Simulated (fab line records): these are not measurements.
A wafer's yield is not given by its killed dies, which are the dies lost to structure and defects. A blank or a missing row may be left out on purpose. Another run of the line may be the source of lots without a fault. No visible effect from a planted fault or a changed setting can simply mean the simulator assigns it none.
Which tool is to blame? :: flow gf180mcu :: 12 lots, 36 wafers sampled, at 3 steps of a route of 602

WHAT THE GAUGES READ, wafer by wafer
GF_HV_LDD_THK_MEAS_55. Usual: HV_LDD_CVD_54_THK typically reads 9.99 nm, with standard deviation 0.16.
lot: L391
measured: day 12 11:52
on: film_metro-04
HV_LDD_CVD_54_THK (nm): 10.09 10.09 10.11
flag: 

lot: L392
measured: day 12 20:52
on: film_metro-04
HV_LDD_CVD_54_THK (nm): 10.32 10.44 10.25
flag: 

lot: L393
measured: day 13 01:49
on: film_metro-04
HV_LDD_CVD_54_THK (nm): 9.85 9.96 9.92
flag: 

lot: L395
measured: day 13 19:10
on: film_metro-01
HV_LDD_CVD_54_THK (nm): 10.23 10.11 10.12
flag: 

lot: L397
measured: day 14 18:32
on: film_metro-02
HV_LDD_CVD_54_THK (nm): 10.16 10.05 10.19
flag: 

lot: L398
measured: day 15 01:07
on: film_metro-02
HV_LDD_CVD_54_THK (nm): 9.82 9.93 9.88
flag: 

lot: L402
measured: day 16 11:50
on: film_metro-04
HV_LDD_CVD_54_THK (nm): 9.97 9.84 9.84
flag: 

lot: L405
measured: day 17 06:17
on: film_metro-01
HV_LDD_CVD_54_THK (nm): 12.75 12.62 12.61 12.71 12.54 12.67
flag: OFF

lot: L406
measured: day 17 16:59
on: film_metro-04
HV_LDD_CVD_54_THK (nm): 12.87 12.85 12.83 12.89 12.84 12.84
flag: OFF

lot: L407
measured: day 17 20:47
on: film_metro-04
HV_LDD_CVD_54_THK (nm): 9.75 9.85 9.71
flag: 

lot: L412
measured: day 19 14:53
on: film_metro-04
HV_LDD_CVD_54_THK (nm): 9.86 9.76 9.78
flag: 

lot: L413
measured: day 19 23:25
on: film_metro-04
HV_LDD_CVD_54_THK (nm): 10.01 9.93 9.90
flag: 

GF_CONTACT_THK_MEAS_03. Usual: CONTACT_CVD_02_THK typically reads 864 nm, with standard deviation 12.
lot: L391
measured: day 15 05:42
on: film_metro-04
CONTACT_CVD_02_THK (nm): 871 875 877
flag: 

lot: L392
measured: day 15 14:52
on: film_metro-02
CONTACT_CVD_02_THK (nm): 851 846 874
flag: 

lot: L393
measured: day 15 21:17
on: film_metro-02
CONTACT_CVD_02_THK (nm): 849 847 859
flag: 

lot: L395
measured: day 16 16:47
on: film_metro-04
CONTACT_CVD_02_THK (nm): 847 853 875
flag: 

lot: L397
measured: day 17 16:10
on: film_metro-01
CONTACT_CVD_02_THK (nm): 838 858 862
flag: 

lot: L398
measured: day 17 23:01
on: film_metro-01
CONTACT_CVD_02_THK (nm): 872 861 874
flag: 

lot: L402
measured: day 19 11:17
on: film_metro-01
CONTACT_CVD_02_THK (nm): 857 857 872
flag: 

lot: L405
measured: day 20 08:59
on: film_metro-02
CONTACT_CVD_02_THK (nm): 881 858 872
flag: 

lot: L406
measured: day 20 20:15
on: film_metro-02
CONTACT_CVD_02_THK (nm): 841 859 873
flag: 

lot: L407
measured: day 21 00:42
on: film_metro-04
CONTACT_CVD_02_THK (nm): 864 864 848
flag: 

lot: L412
measured: day 22 18:07
on: film_metro-02
CONTACT_CVD_02_THK (nm): 852 872 886
flag: 

lot: L413
measured: day 23 00:57
on: film_metro-04
CONTACT_CVD_02_THK (nm): 843 861 860
flag: 

WHAT TOOL EACH LOT RAN ON (gives the tool, then ch and the chambers of the sampled wafers, and finally the start)
lot: L391
GF_HV_LDD_CVD_54: lpcvd-02 ch 0, day 12 10:50

lot: L392
GF_HV_LDD_CVD_54: lpcvd-02 ch 0, day 12 19:50

lot: L393
GF_HV_LDD_CVD_54: lpcvd-01 ch 1, day 13 00:48

lot: L395
GF_HV_LDD_CVD_54: lpcvd-01 ch 1, day 13 18:08

lot: L397
GF_HV_LDD_CVD_54: lpcvd-02 ch 1, day 14 17:29

lot: L398
GF_HV_LDD_CVD_54: lpcvd-02 ch 1, day 15 00:05

lot: L402
GF_HV_LDD_CVD_54: lpcvd-02 ch 1, day 16 10:49

lot: L405
GF_HV_LDD_CVD_54: lpcvd-02 ch 1, day 17 05:16

lot: L406
GF_HV_LDD_CVD_54: lpcvd-02 ch 1, day 17 15:57

lot: L407
GF_HV_LDD_CVD_54: lpcvd-01 ch 0, day 17 19:44

lot: L412
GF_HV_LDD_CVD_54: lpcvd-01 ch 1, day 19 13:51

lot: L413
GF_HV_LDD_CVD_54: lpcvd-01 ch 0, day 19 22:23
- GF_HV_LDD_CVD_54: deposits SiO2 from TEOS, target thk 10 nm, time 75 s.

WHAT THE TOOLS THEMSELVES READ (means of the sampled wafers that have a number; where no wafer has one, the mark that the record gives instead)
GF_HV_LDD_CVD_54. Usual: spike_tc_bottom_C 702.8 C, standard deviation 2.5; spike_tc_centre_C 680.1 C, standard deviation 1.1; spike_tc_lower_C 679.8 C, standard deviation 1.2; spike_tc_top_C 698 C, standard deviation 4.5; spike_tc_upper_C 680.2 C, standard deviation 1.3.
lot: L391
tool: lpcvd-02
spike_tc_bottom_C (C): 701.4
spike_tc_centre_C (C): 681.0
spike_tc_lower_C (C): 680.1
spike_tc_top_C (C): 698
spike_tc_upper_C (C): 679.0
flag: 

lot: L392
tool: lpcvd-02
spike_tc_bottom_C (C): 700.3
spike_tc_centre_C (C): 680.3
spike_tc_lower_C (C): 680.4
spike_tc_top_C (C): 697
spike_tc_upper_C (C): 678.3
flag: 

lot: L393
tool: lpcvd-01
spike_tc_bottom_C (C): 702.5
spike_tc_centre_C (C): 680.5
spike_tc_lower_C (C): 679.0
spike_tc_top_C (C): 691
spike_tc_upper_C (C): 680.1
flag: 

lot: L395
tool: lpcvd-01
spike_tc_bottom_C (C): 700.9
spike_tc_centre_C (C): 680.1
spike_tc_lower_C (C): 678.8
spike_tc_top_C (C): 692
spike_tc_upper_C (C): 679.8
flag: 

lot: L397
tool: lpcvd-02
spike_tc_bottom_C (C): 705.4
spike_tc_centre_C (C): 679.8
spike_tc_lower_C (C): 680.6
spike_tc_top_C (C): 702
spike_tc_upper_C (C): 682.6
flag: 

lot: L398
tool: lpcvd-02
spike_tc_bottom_C (C): 705.1
spike_tc_centre_C (C): 679.0
spike_tc_lower_C (C): 680.2
spike_tc_top_C (C): 702
spike_tc_upper_C (C): 680.7
flag: 

lot: L402
tool: lpcvd-02
spike_tc_bottom_C (C): 706.0
spike_tc_centre_C (C): 680.0
spike_tc_lower_C (C): 680.6
spike_tc_top_C (C): 702
spike_tc_upper_C (C): 681.7
flag: 

lot: L405
tool: lpcvd-02
spike_tc_bottom_C (C): 715.5
spike_tc_centre_C (C): 690.7
spike_tc_lower_C (C): 690.5
spike_tc_top_C (C): 710
spike_tc_upper_C (C): 691.1
flag: OFF

lot: L406
tool: lpcvd-02
spike_tc_bottom_C (C): 715.7
spike_tc_centre_C (C): 690.5
spike_tc_lower_C (C): 690.2
spike_tc_top_C (C): 712
spike_tc_upper_C (C): 689.9
flag: OFF

lot: L407
tool: lpcvd-01
spike_tc_bottom_C (C): 700.1
spike_tc_centre_C (C): 679.5
spike_tc_lower_C (C): 680.4
spike_tc_top_C (C): 701
spike_tc_upper_C (C): 680.2
flag: 

lot: L412
tool: lpcvd-01
spike_tc_bottom_C (C): 702.3
spike_tc_centre_C (C): 679.9
spike_tc_lower_C (C): 679.5
spike_tc_top_C (C): 692
spike_tc_upper_C (C): 679.8
flag: 

lot: L413
tool: lpcvd-01
spike_tc_bottom_C (C): 699.3
spike_tc_centre_C (C): 678.8
spike_tc_lower_C (C): 679.4
spike_tc_top_C (C): 701
spike_tc_upper_C (C): 680.0
flag: 

THE ANSWER, worked out from the rows above alone
Rule: a lot counts as off when the mean over its wafers that have a number is more than 3 standard deviations away from the usual mean. A lot without any number at a reading at which 4 lots or more have one is off too. The other lots that the step has rows for count as sound. After the gauges, taken in route order, come the tools' own readings; for these a lot's mean is taken, as printed above. At the first step where some lot is off, the reading lying furthest off is the one used; lots without a number count as furthest.
Off: L405, L406, at GF_HV_LDD_THK_MEAS_55 (HV_LDD_CVD_54_THK).
If a tool, at a process step before that reading, ran all the lots that are off and no sound lot after the first of them, it fits. Not tried: the gauges at GF_HV_LDD_THK_MEAS_55; whatever is off there is also off at GF_HV_LDD_CVD_54, on other tools, and gauge error can't account for it. One fits: GF_HV_LDD_CVD_54 on lpcvd-02. A fault onset in the window from L402 (day 16 10:49, its last sound lot) to L405 (day 17 05:16, its first lot off) fits.
The tool's own readings at GF_HV_LDD_CVD_54 bear it out: on the lots that are off they differ by more than 5 times the standard deviation of the sound lots' means. spike_tc_bottom_C reads 715.6 C there against 702.3 C on the sound lots; spike_tc_centre_C reads 690.6 C there against 679.9 C on the sound lots; spike_tc_lower_C reads 690.4 C there against 679.9 C on the sound lots; spike_tc_upper_C reads 690.5 C there against 680.2 C on the sound lots.

WHAT THE SIMULATOR PUT IN
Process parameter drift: lpcvd-02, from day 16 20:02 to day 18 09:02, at GF_HV_LDD_CVD_54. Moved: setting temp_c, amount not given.
Shown lots that were struck: L405, L406. The same result came from the rule above.
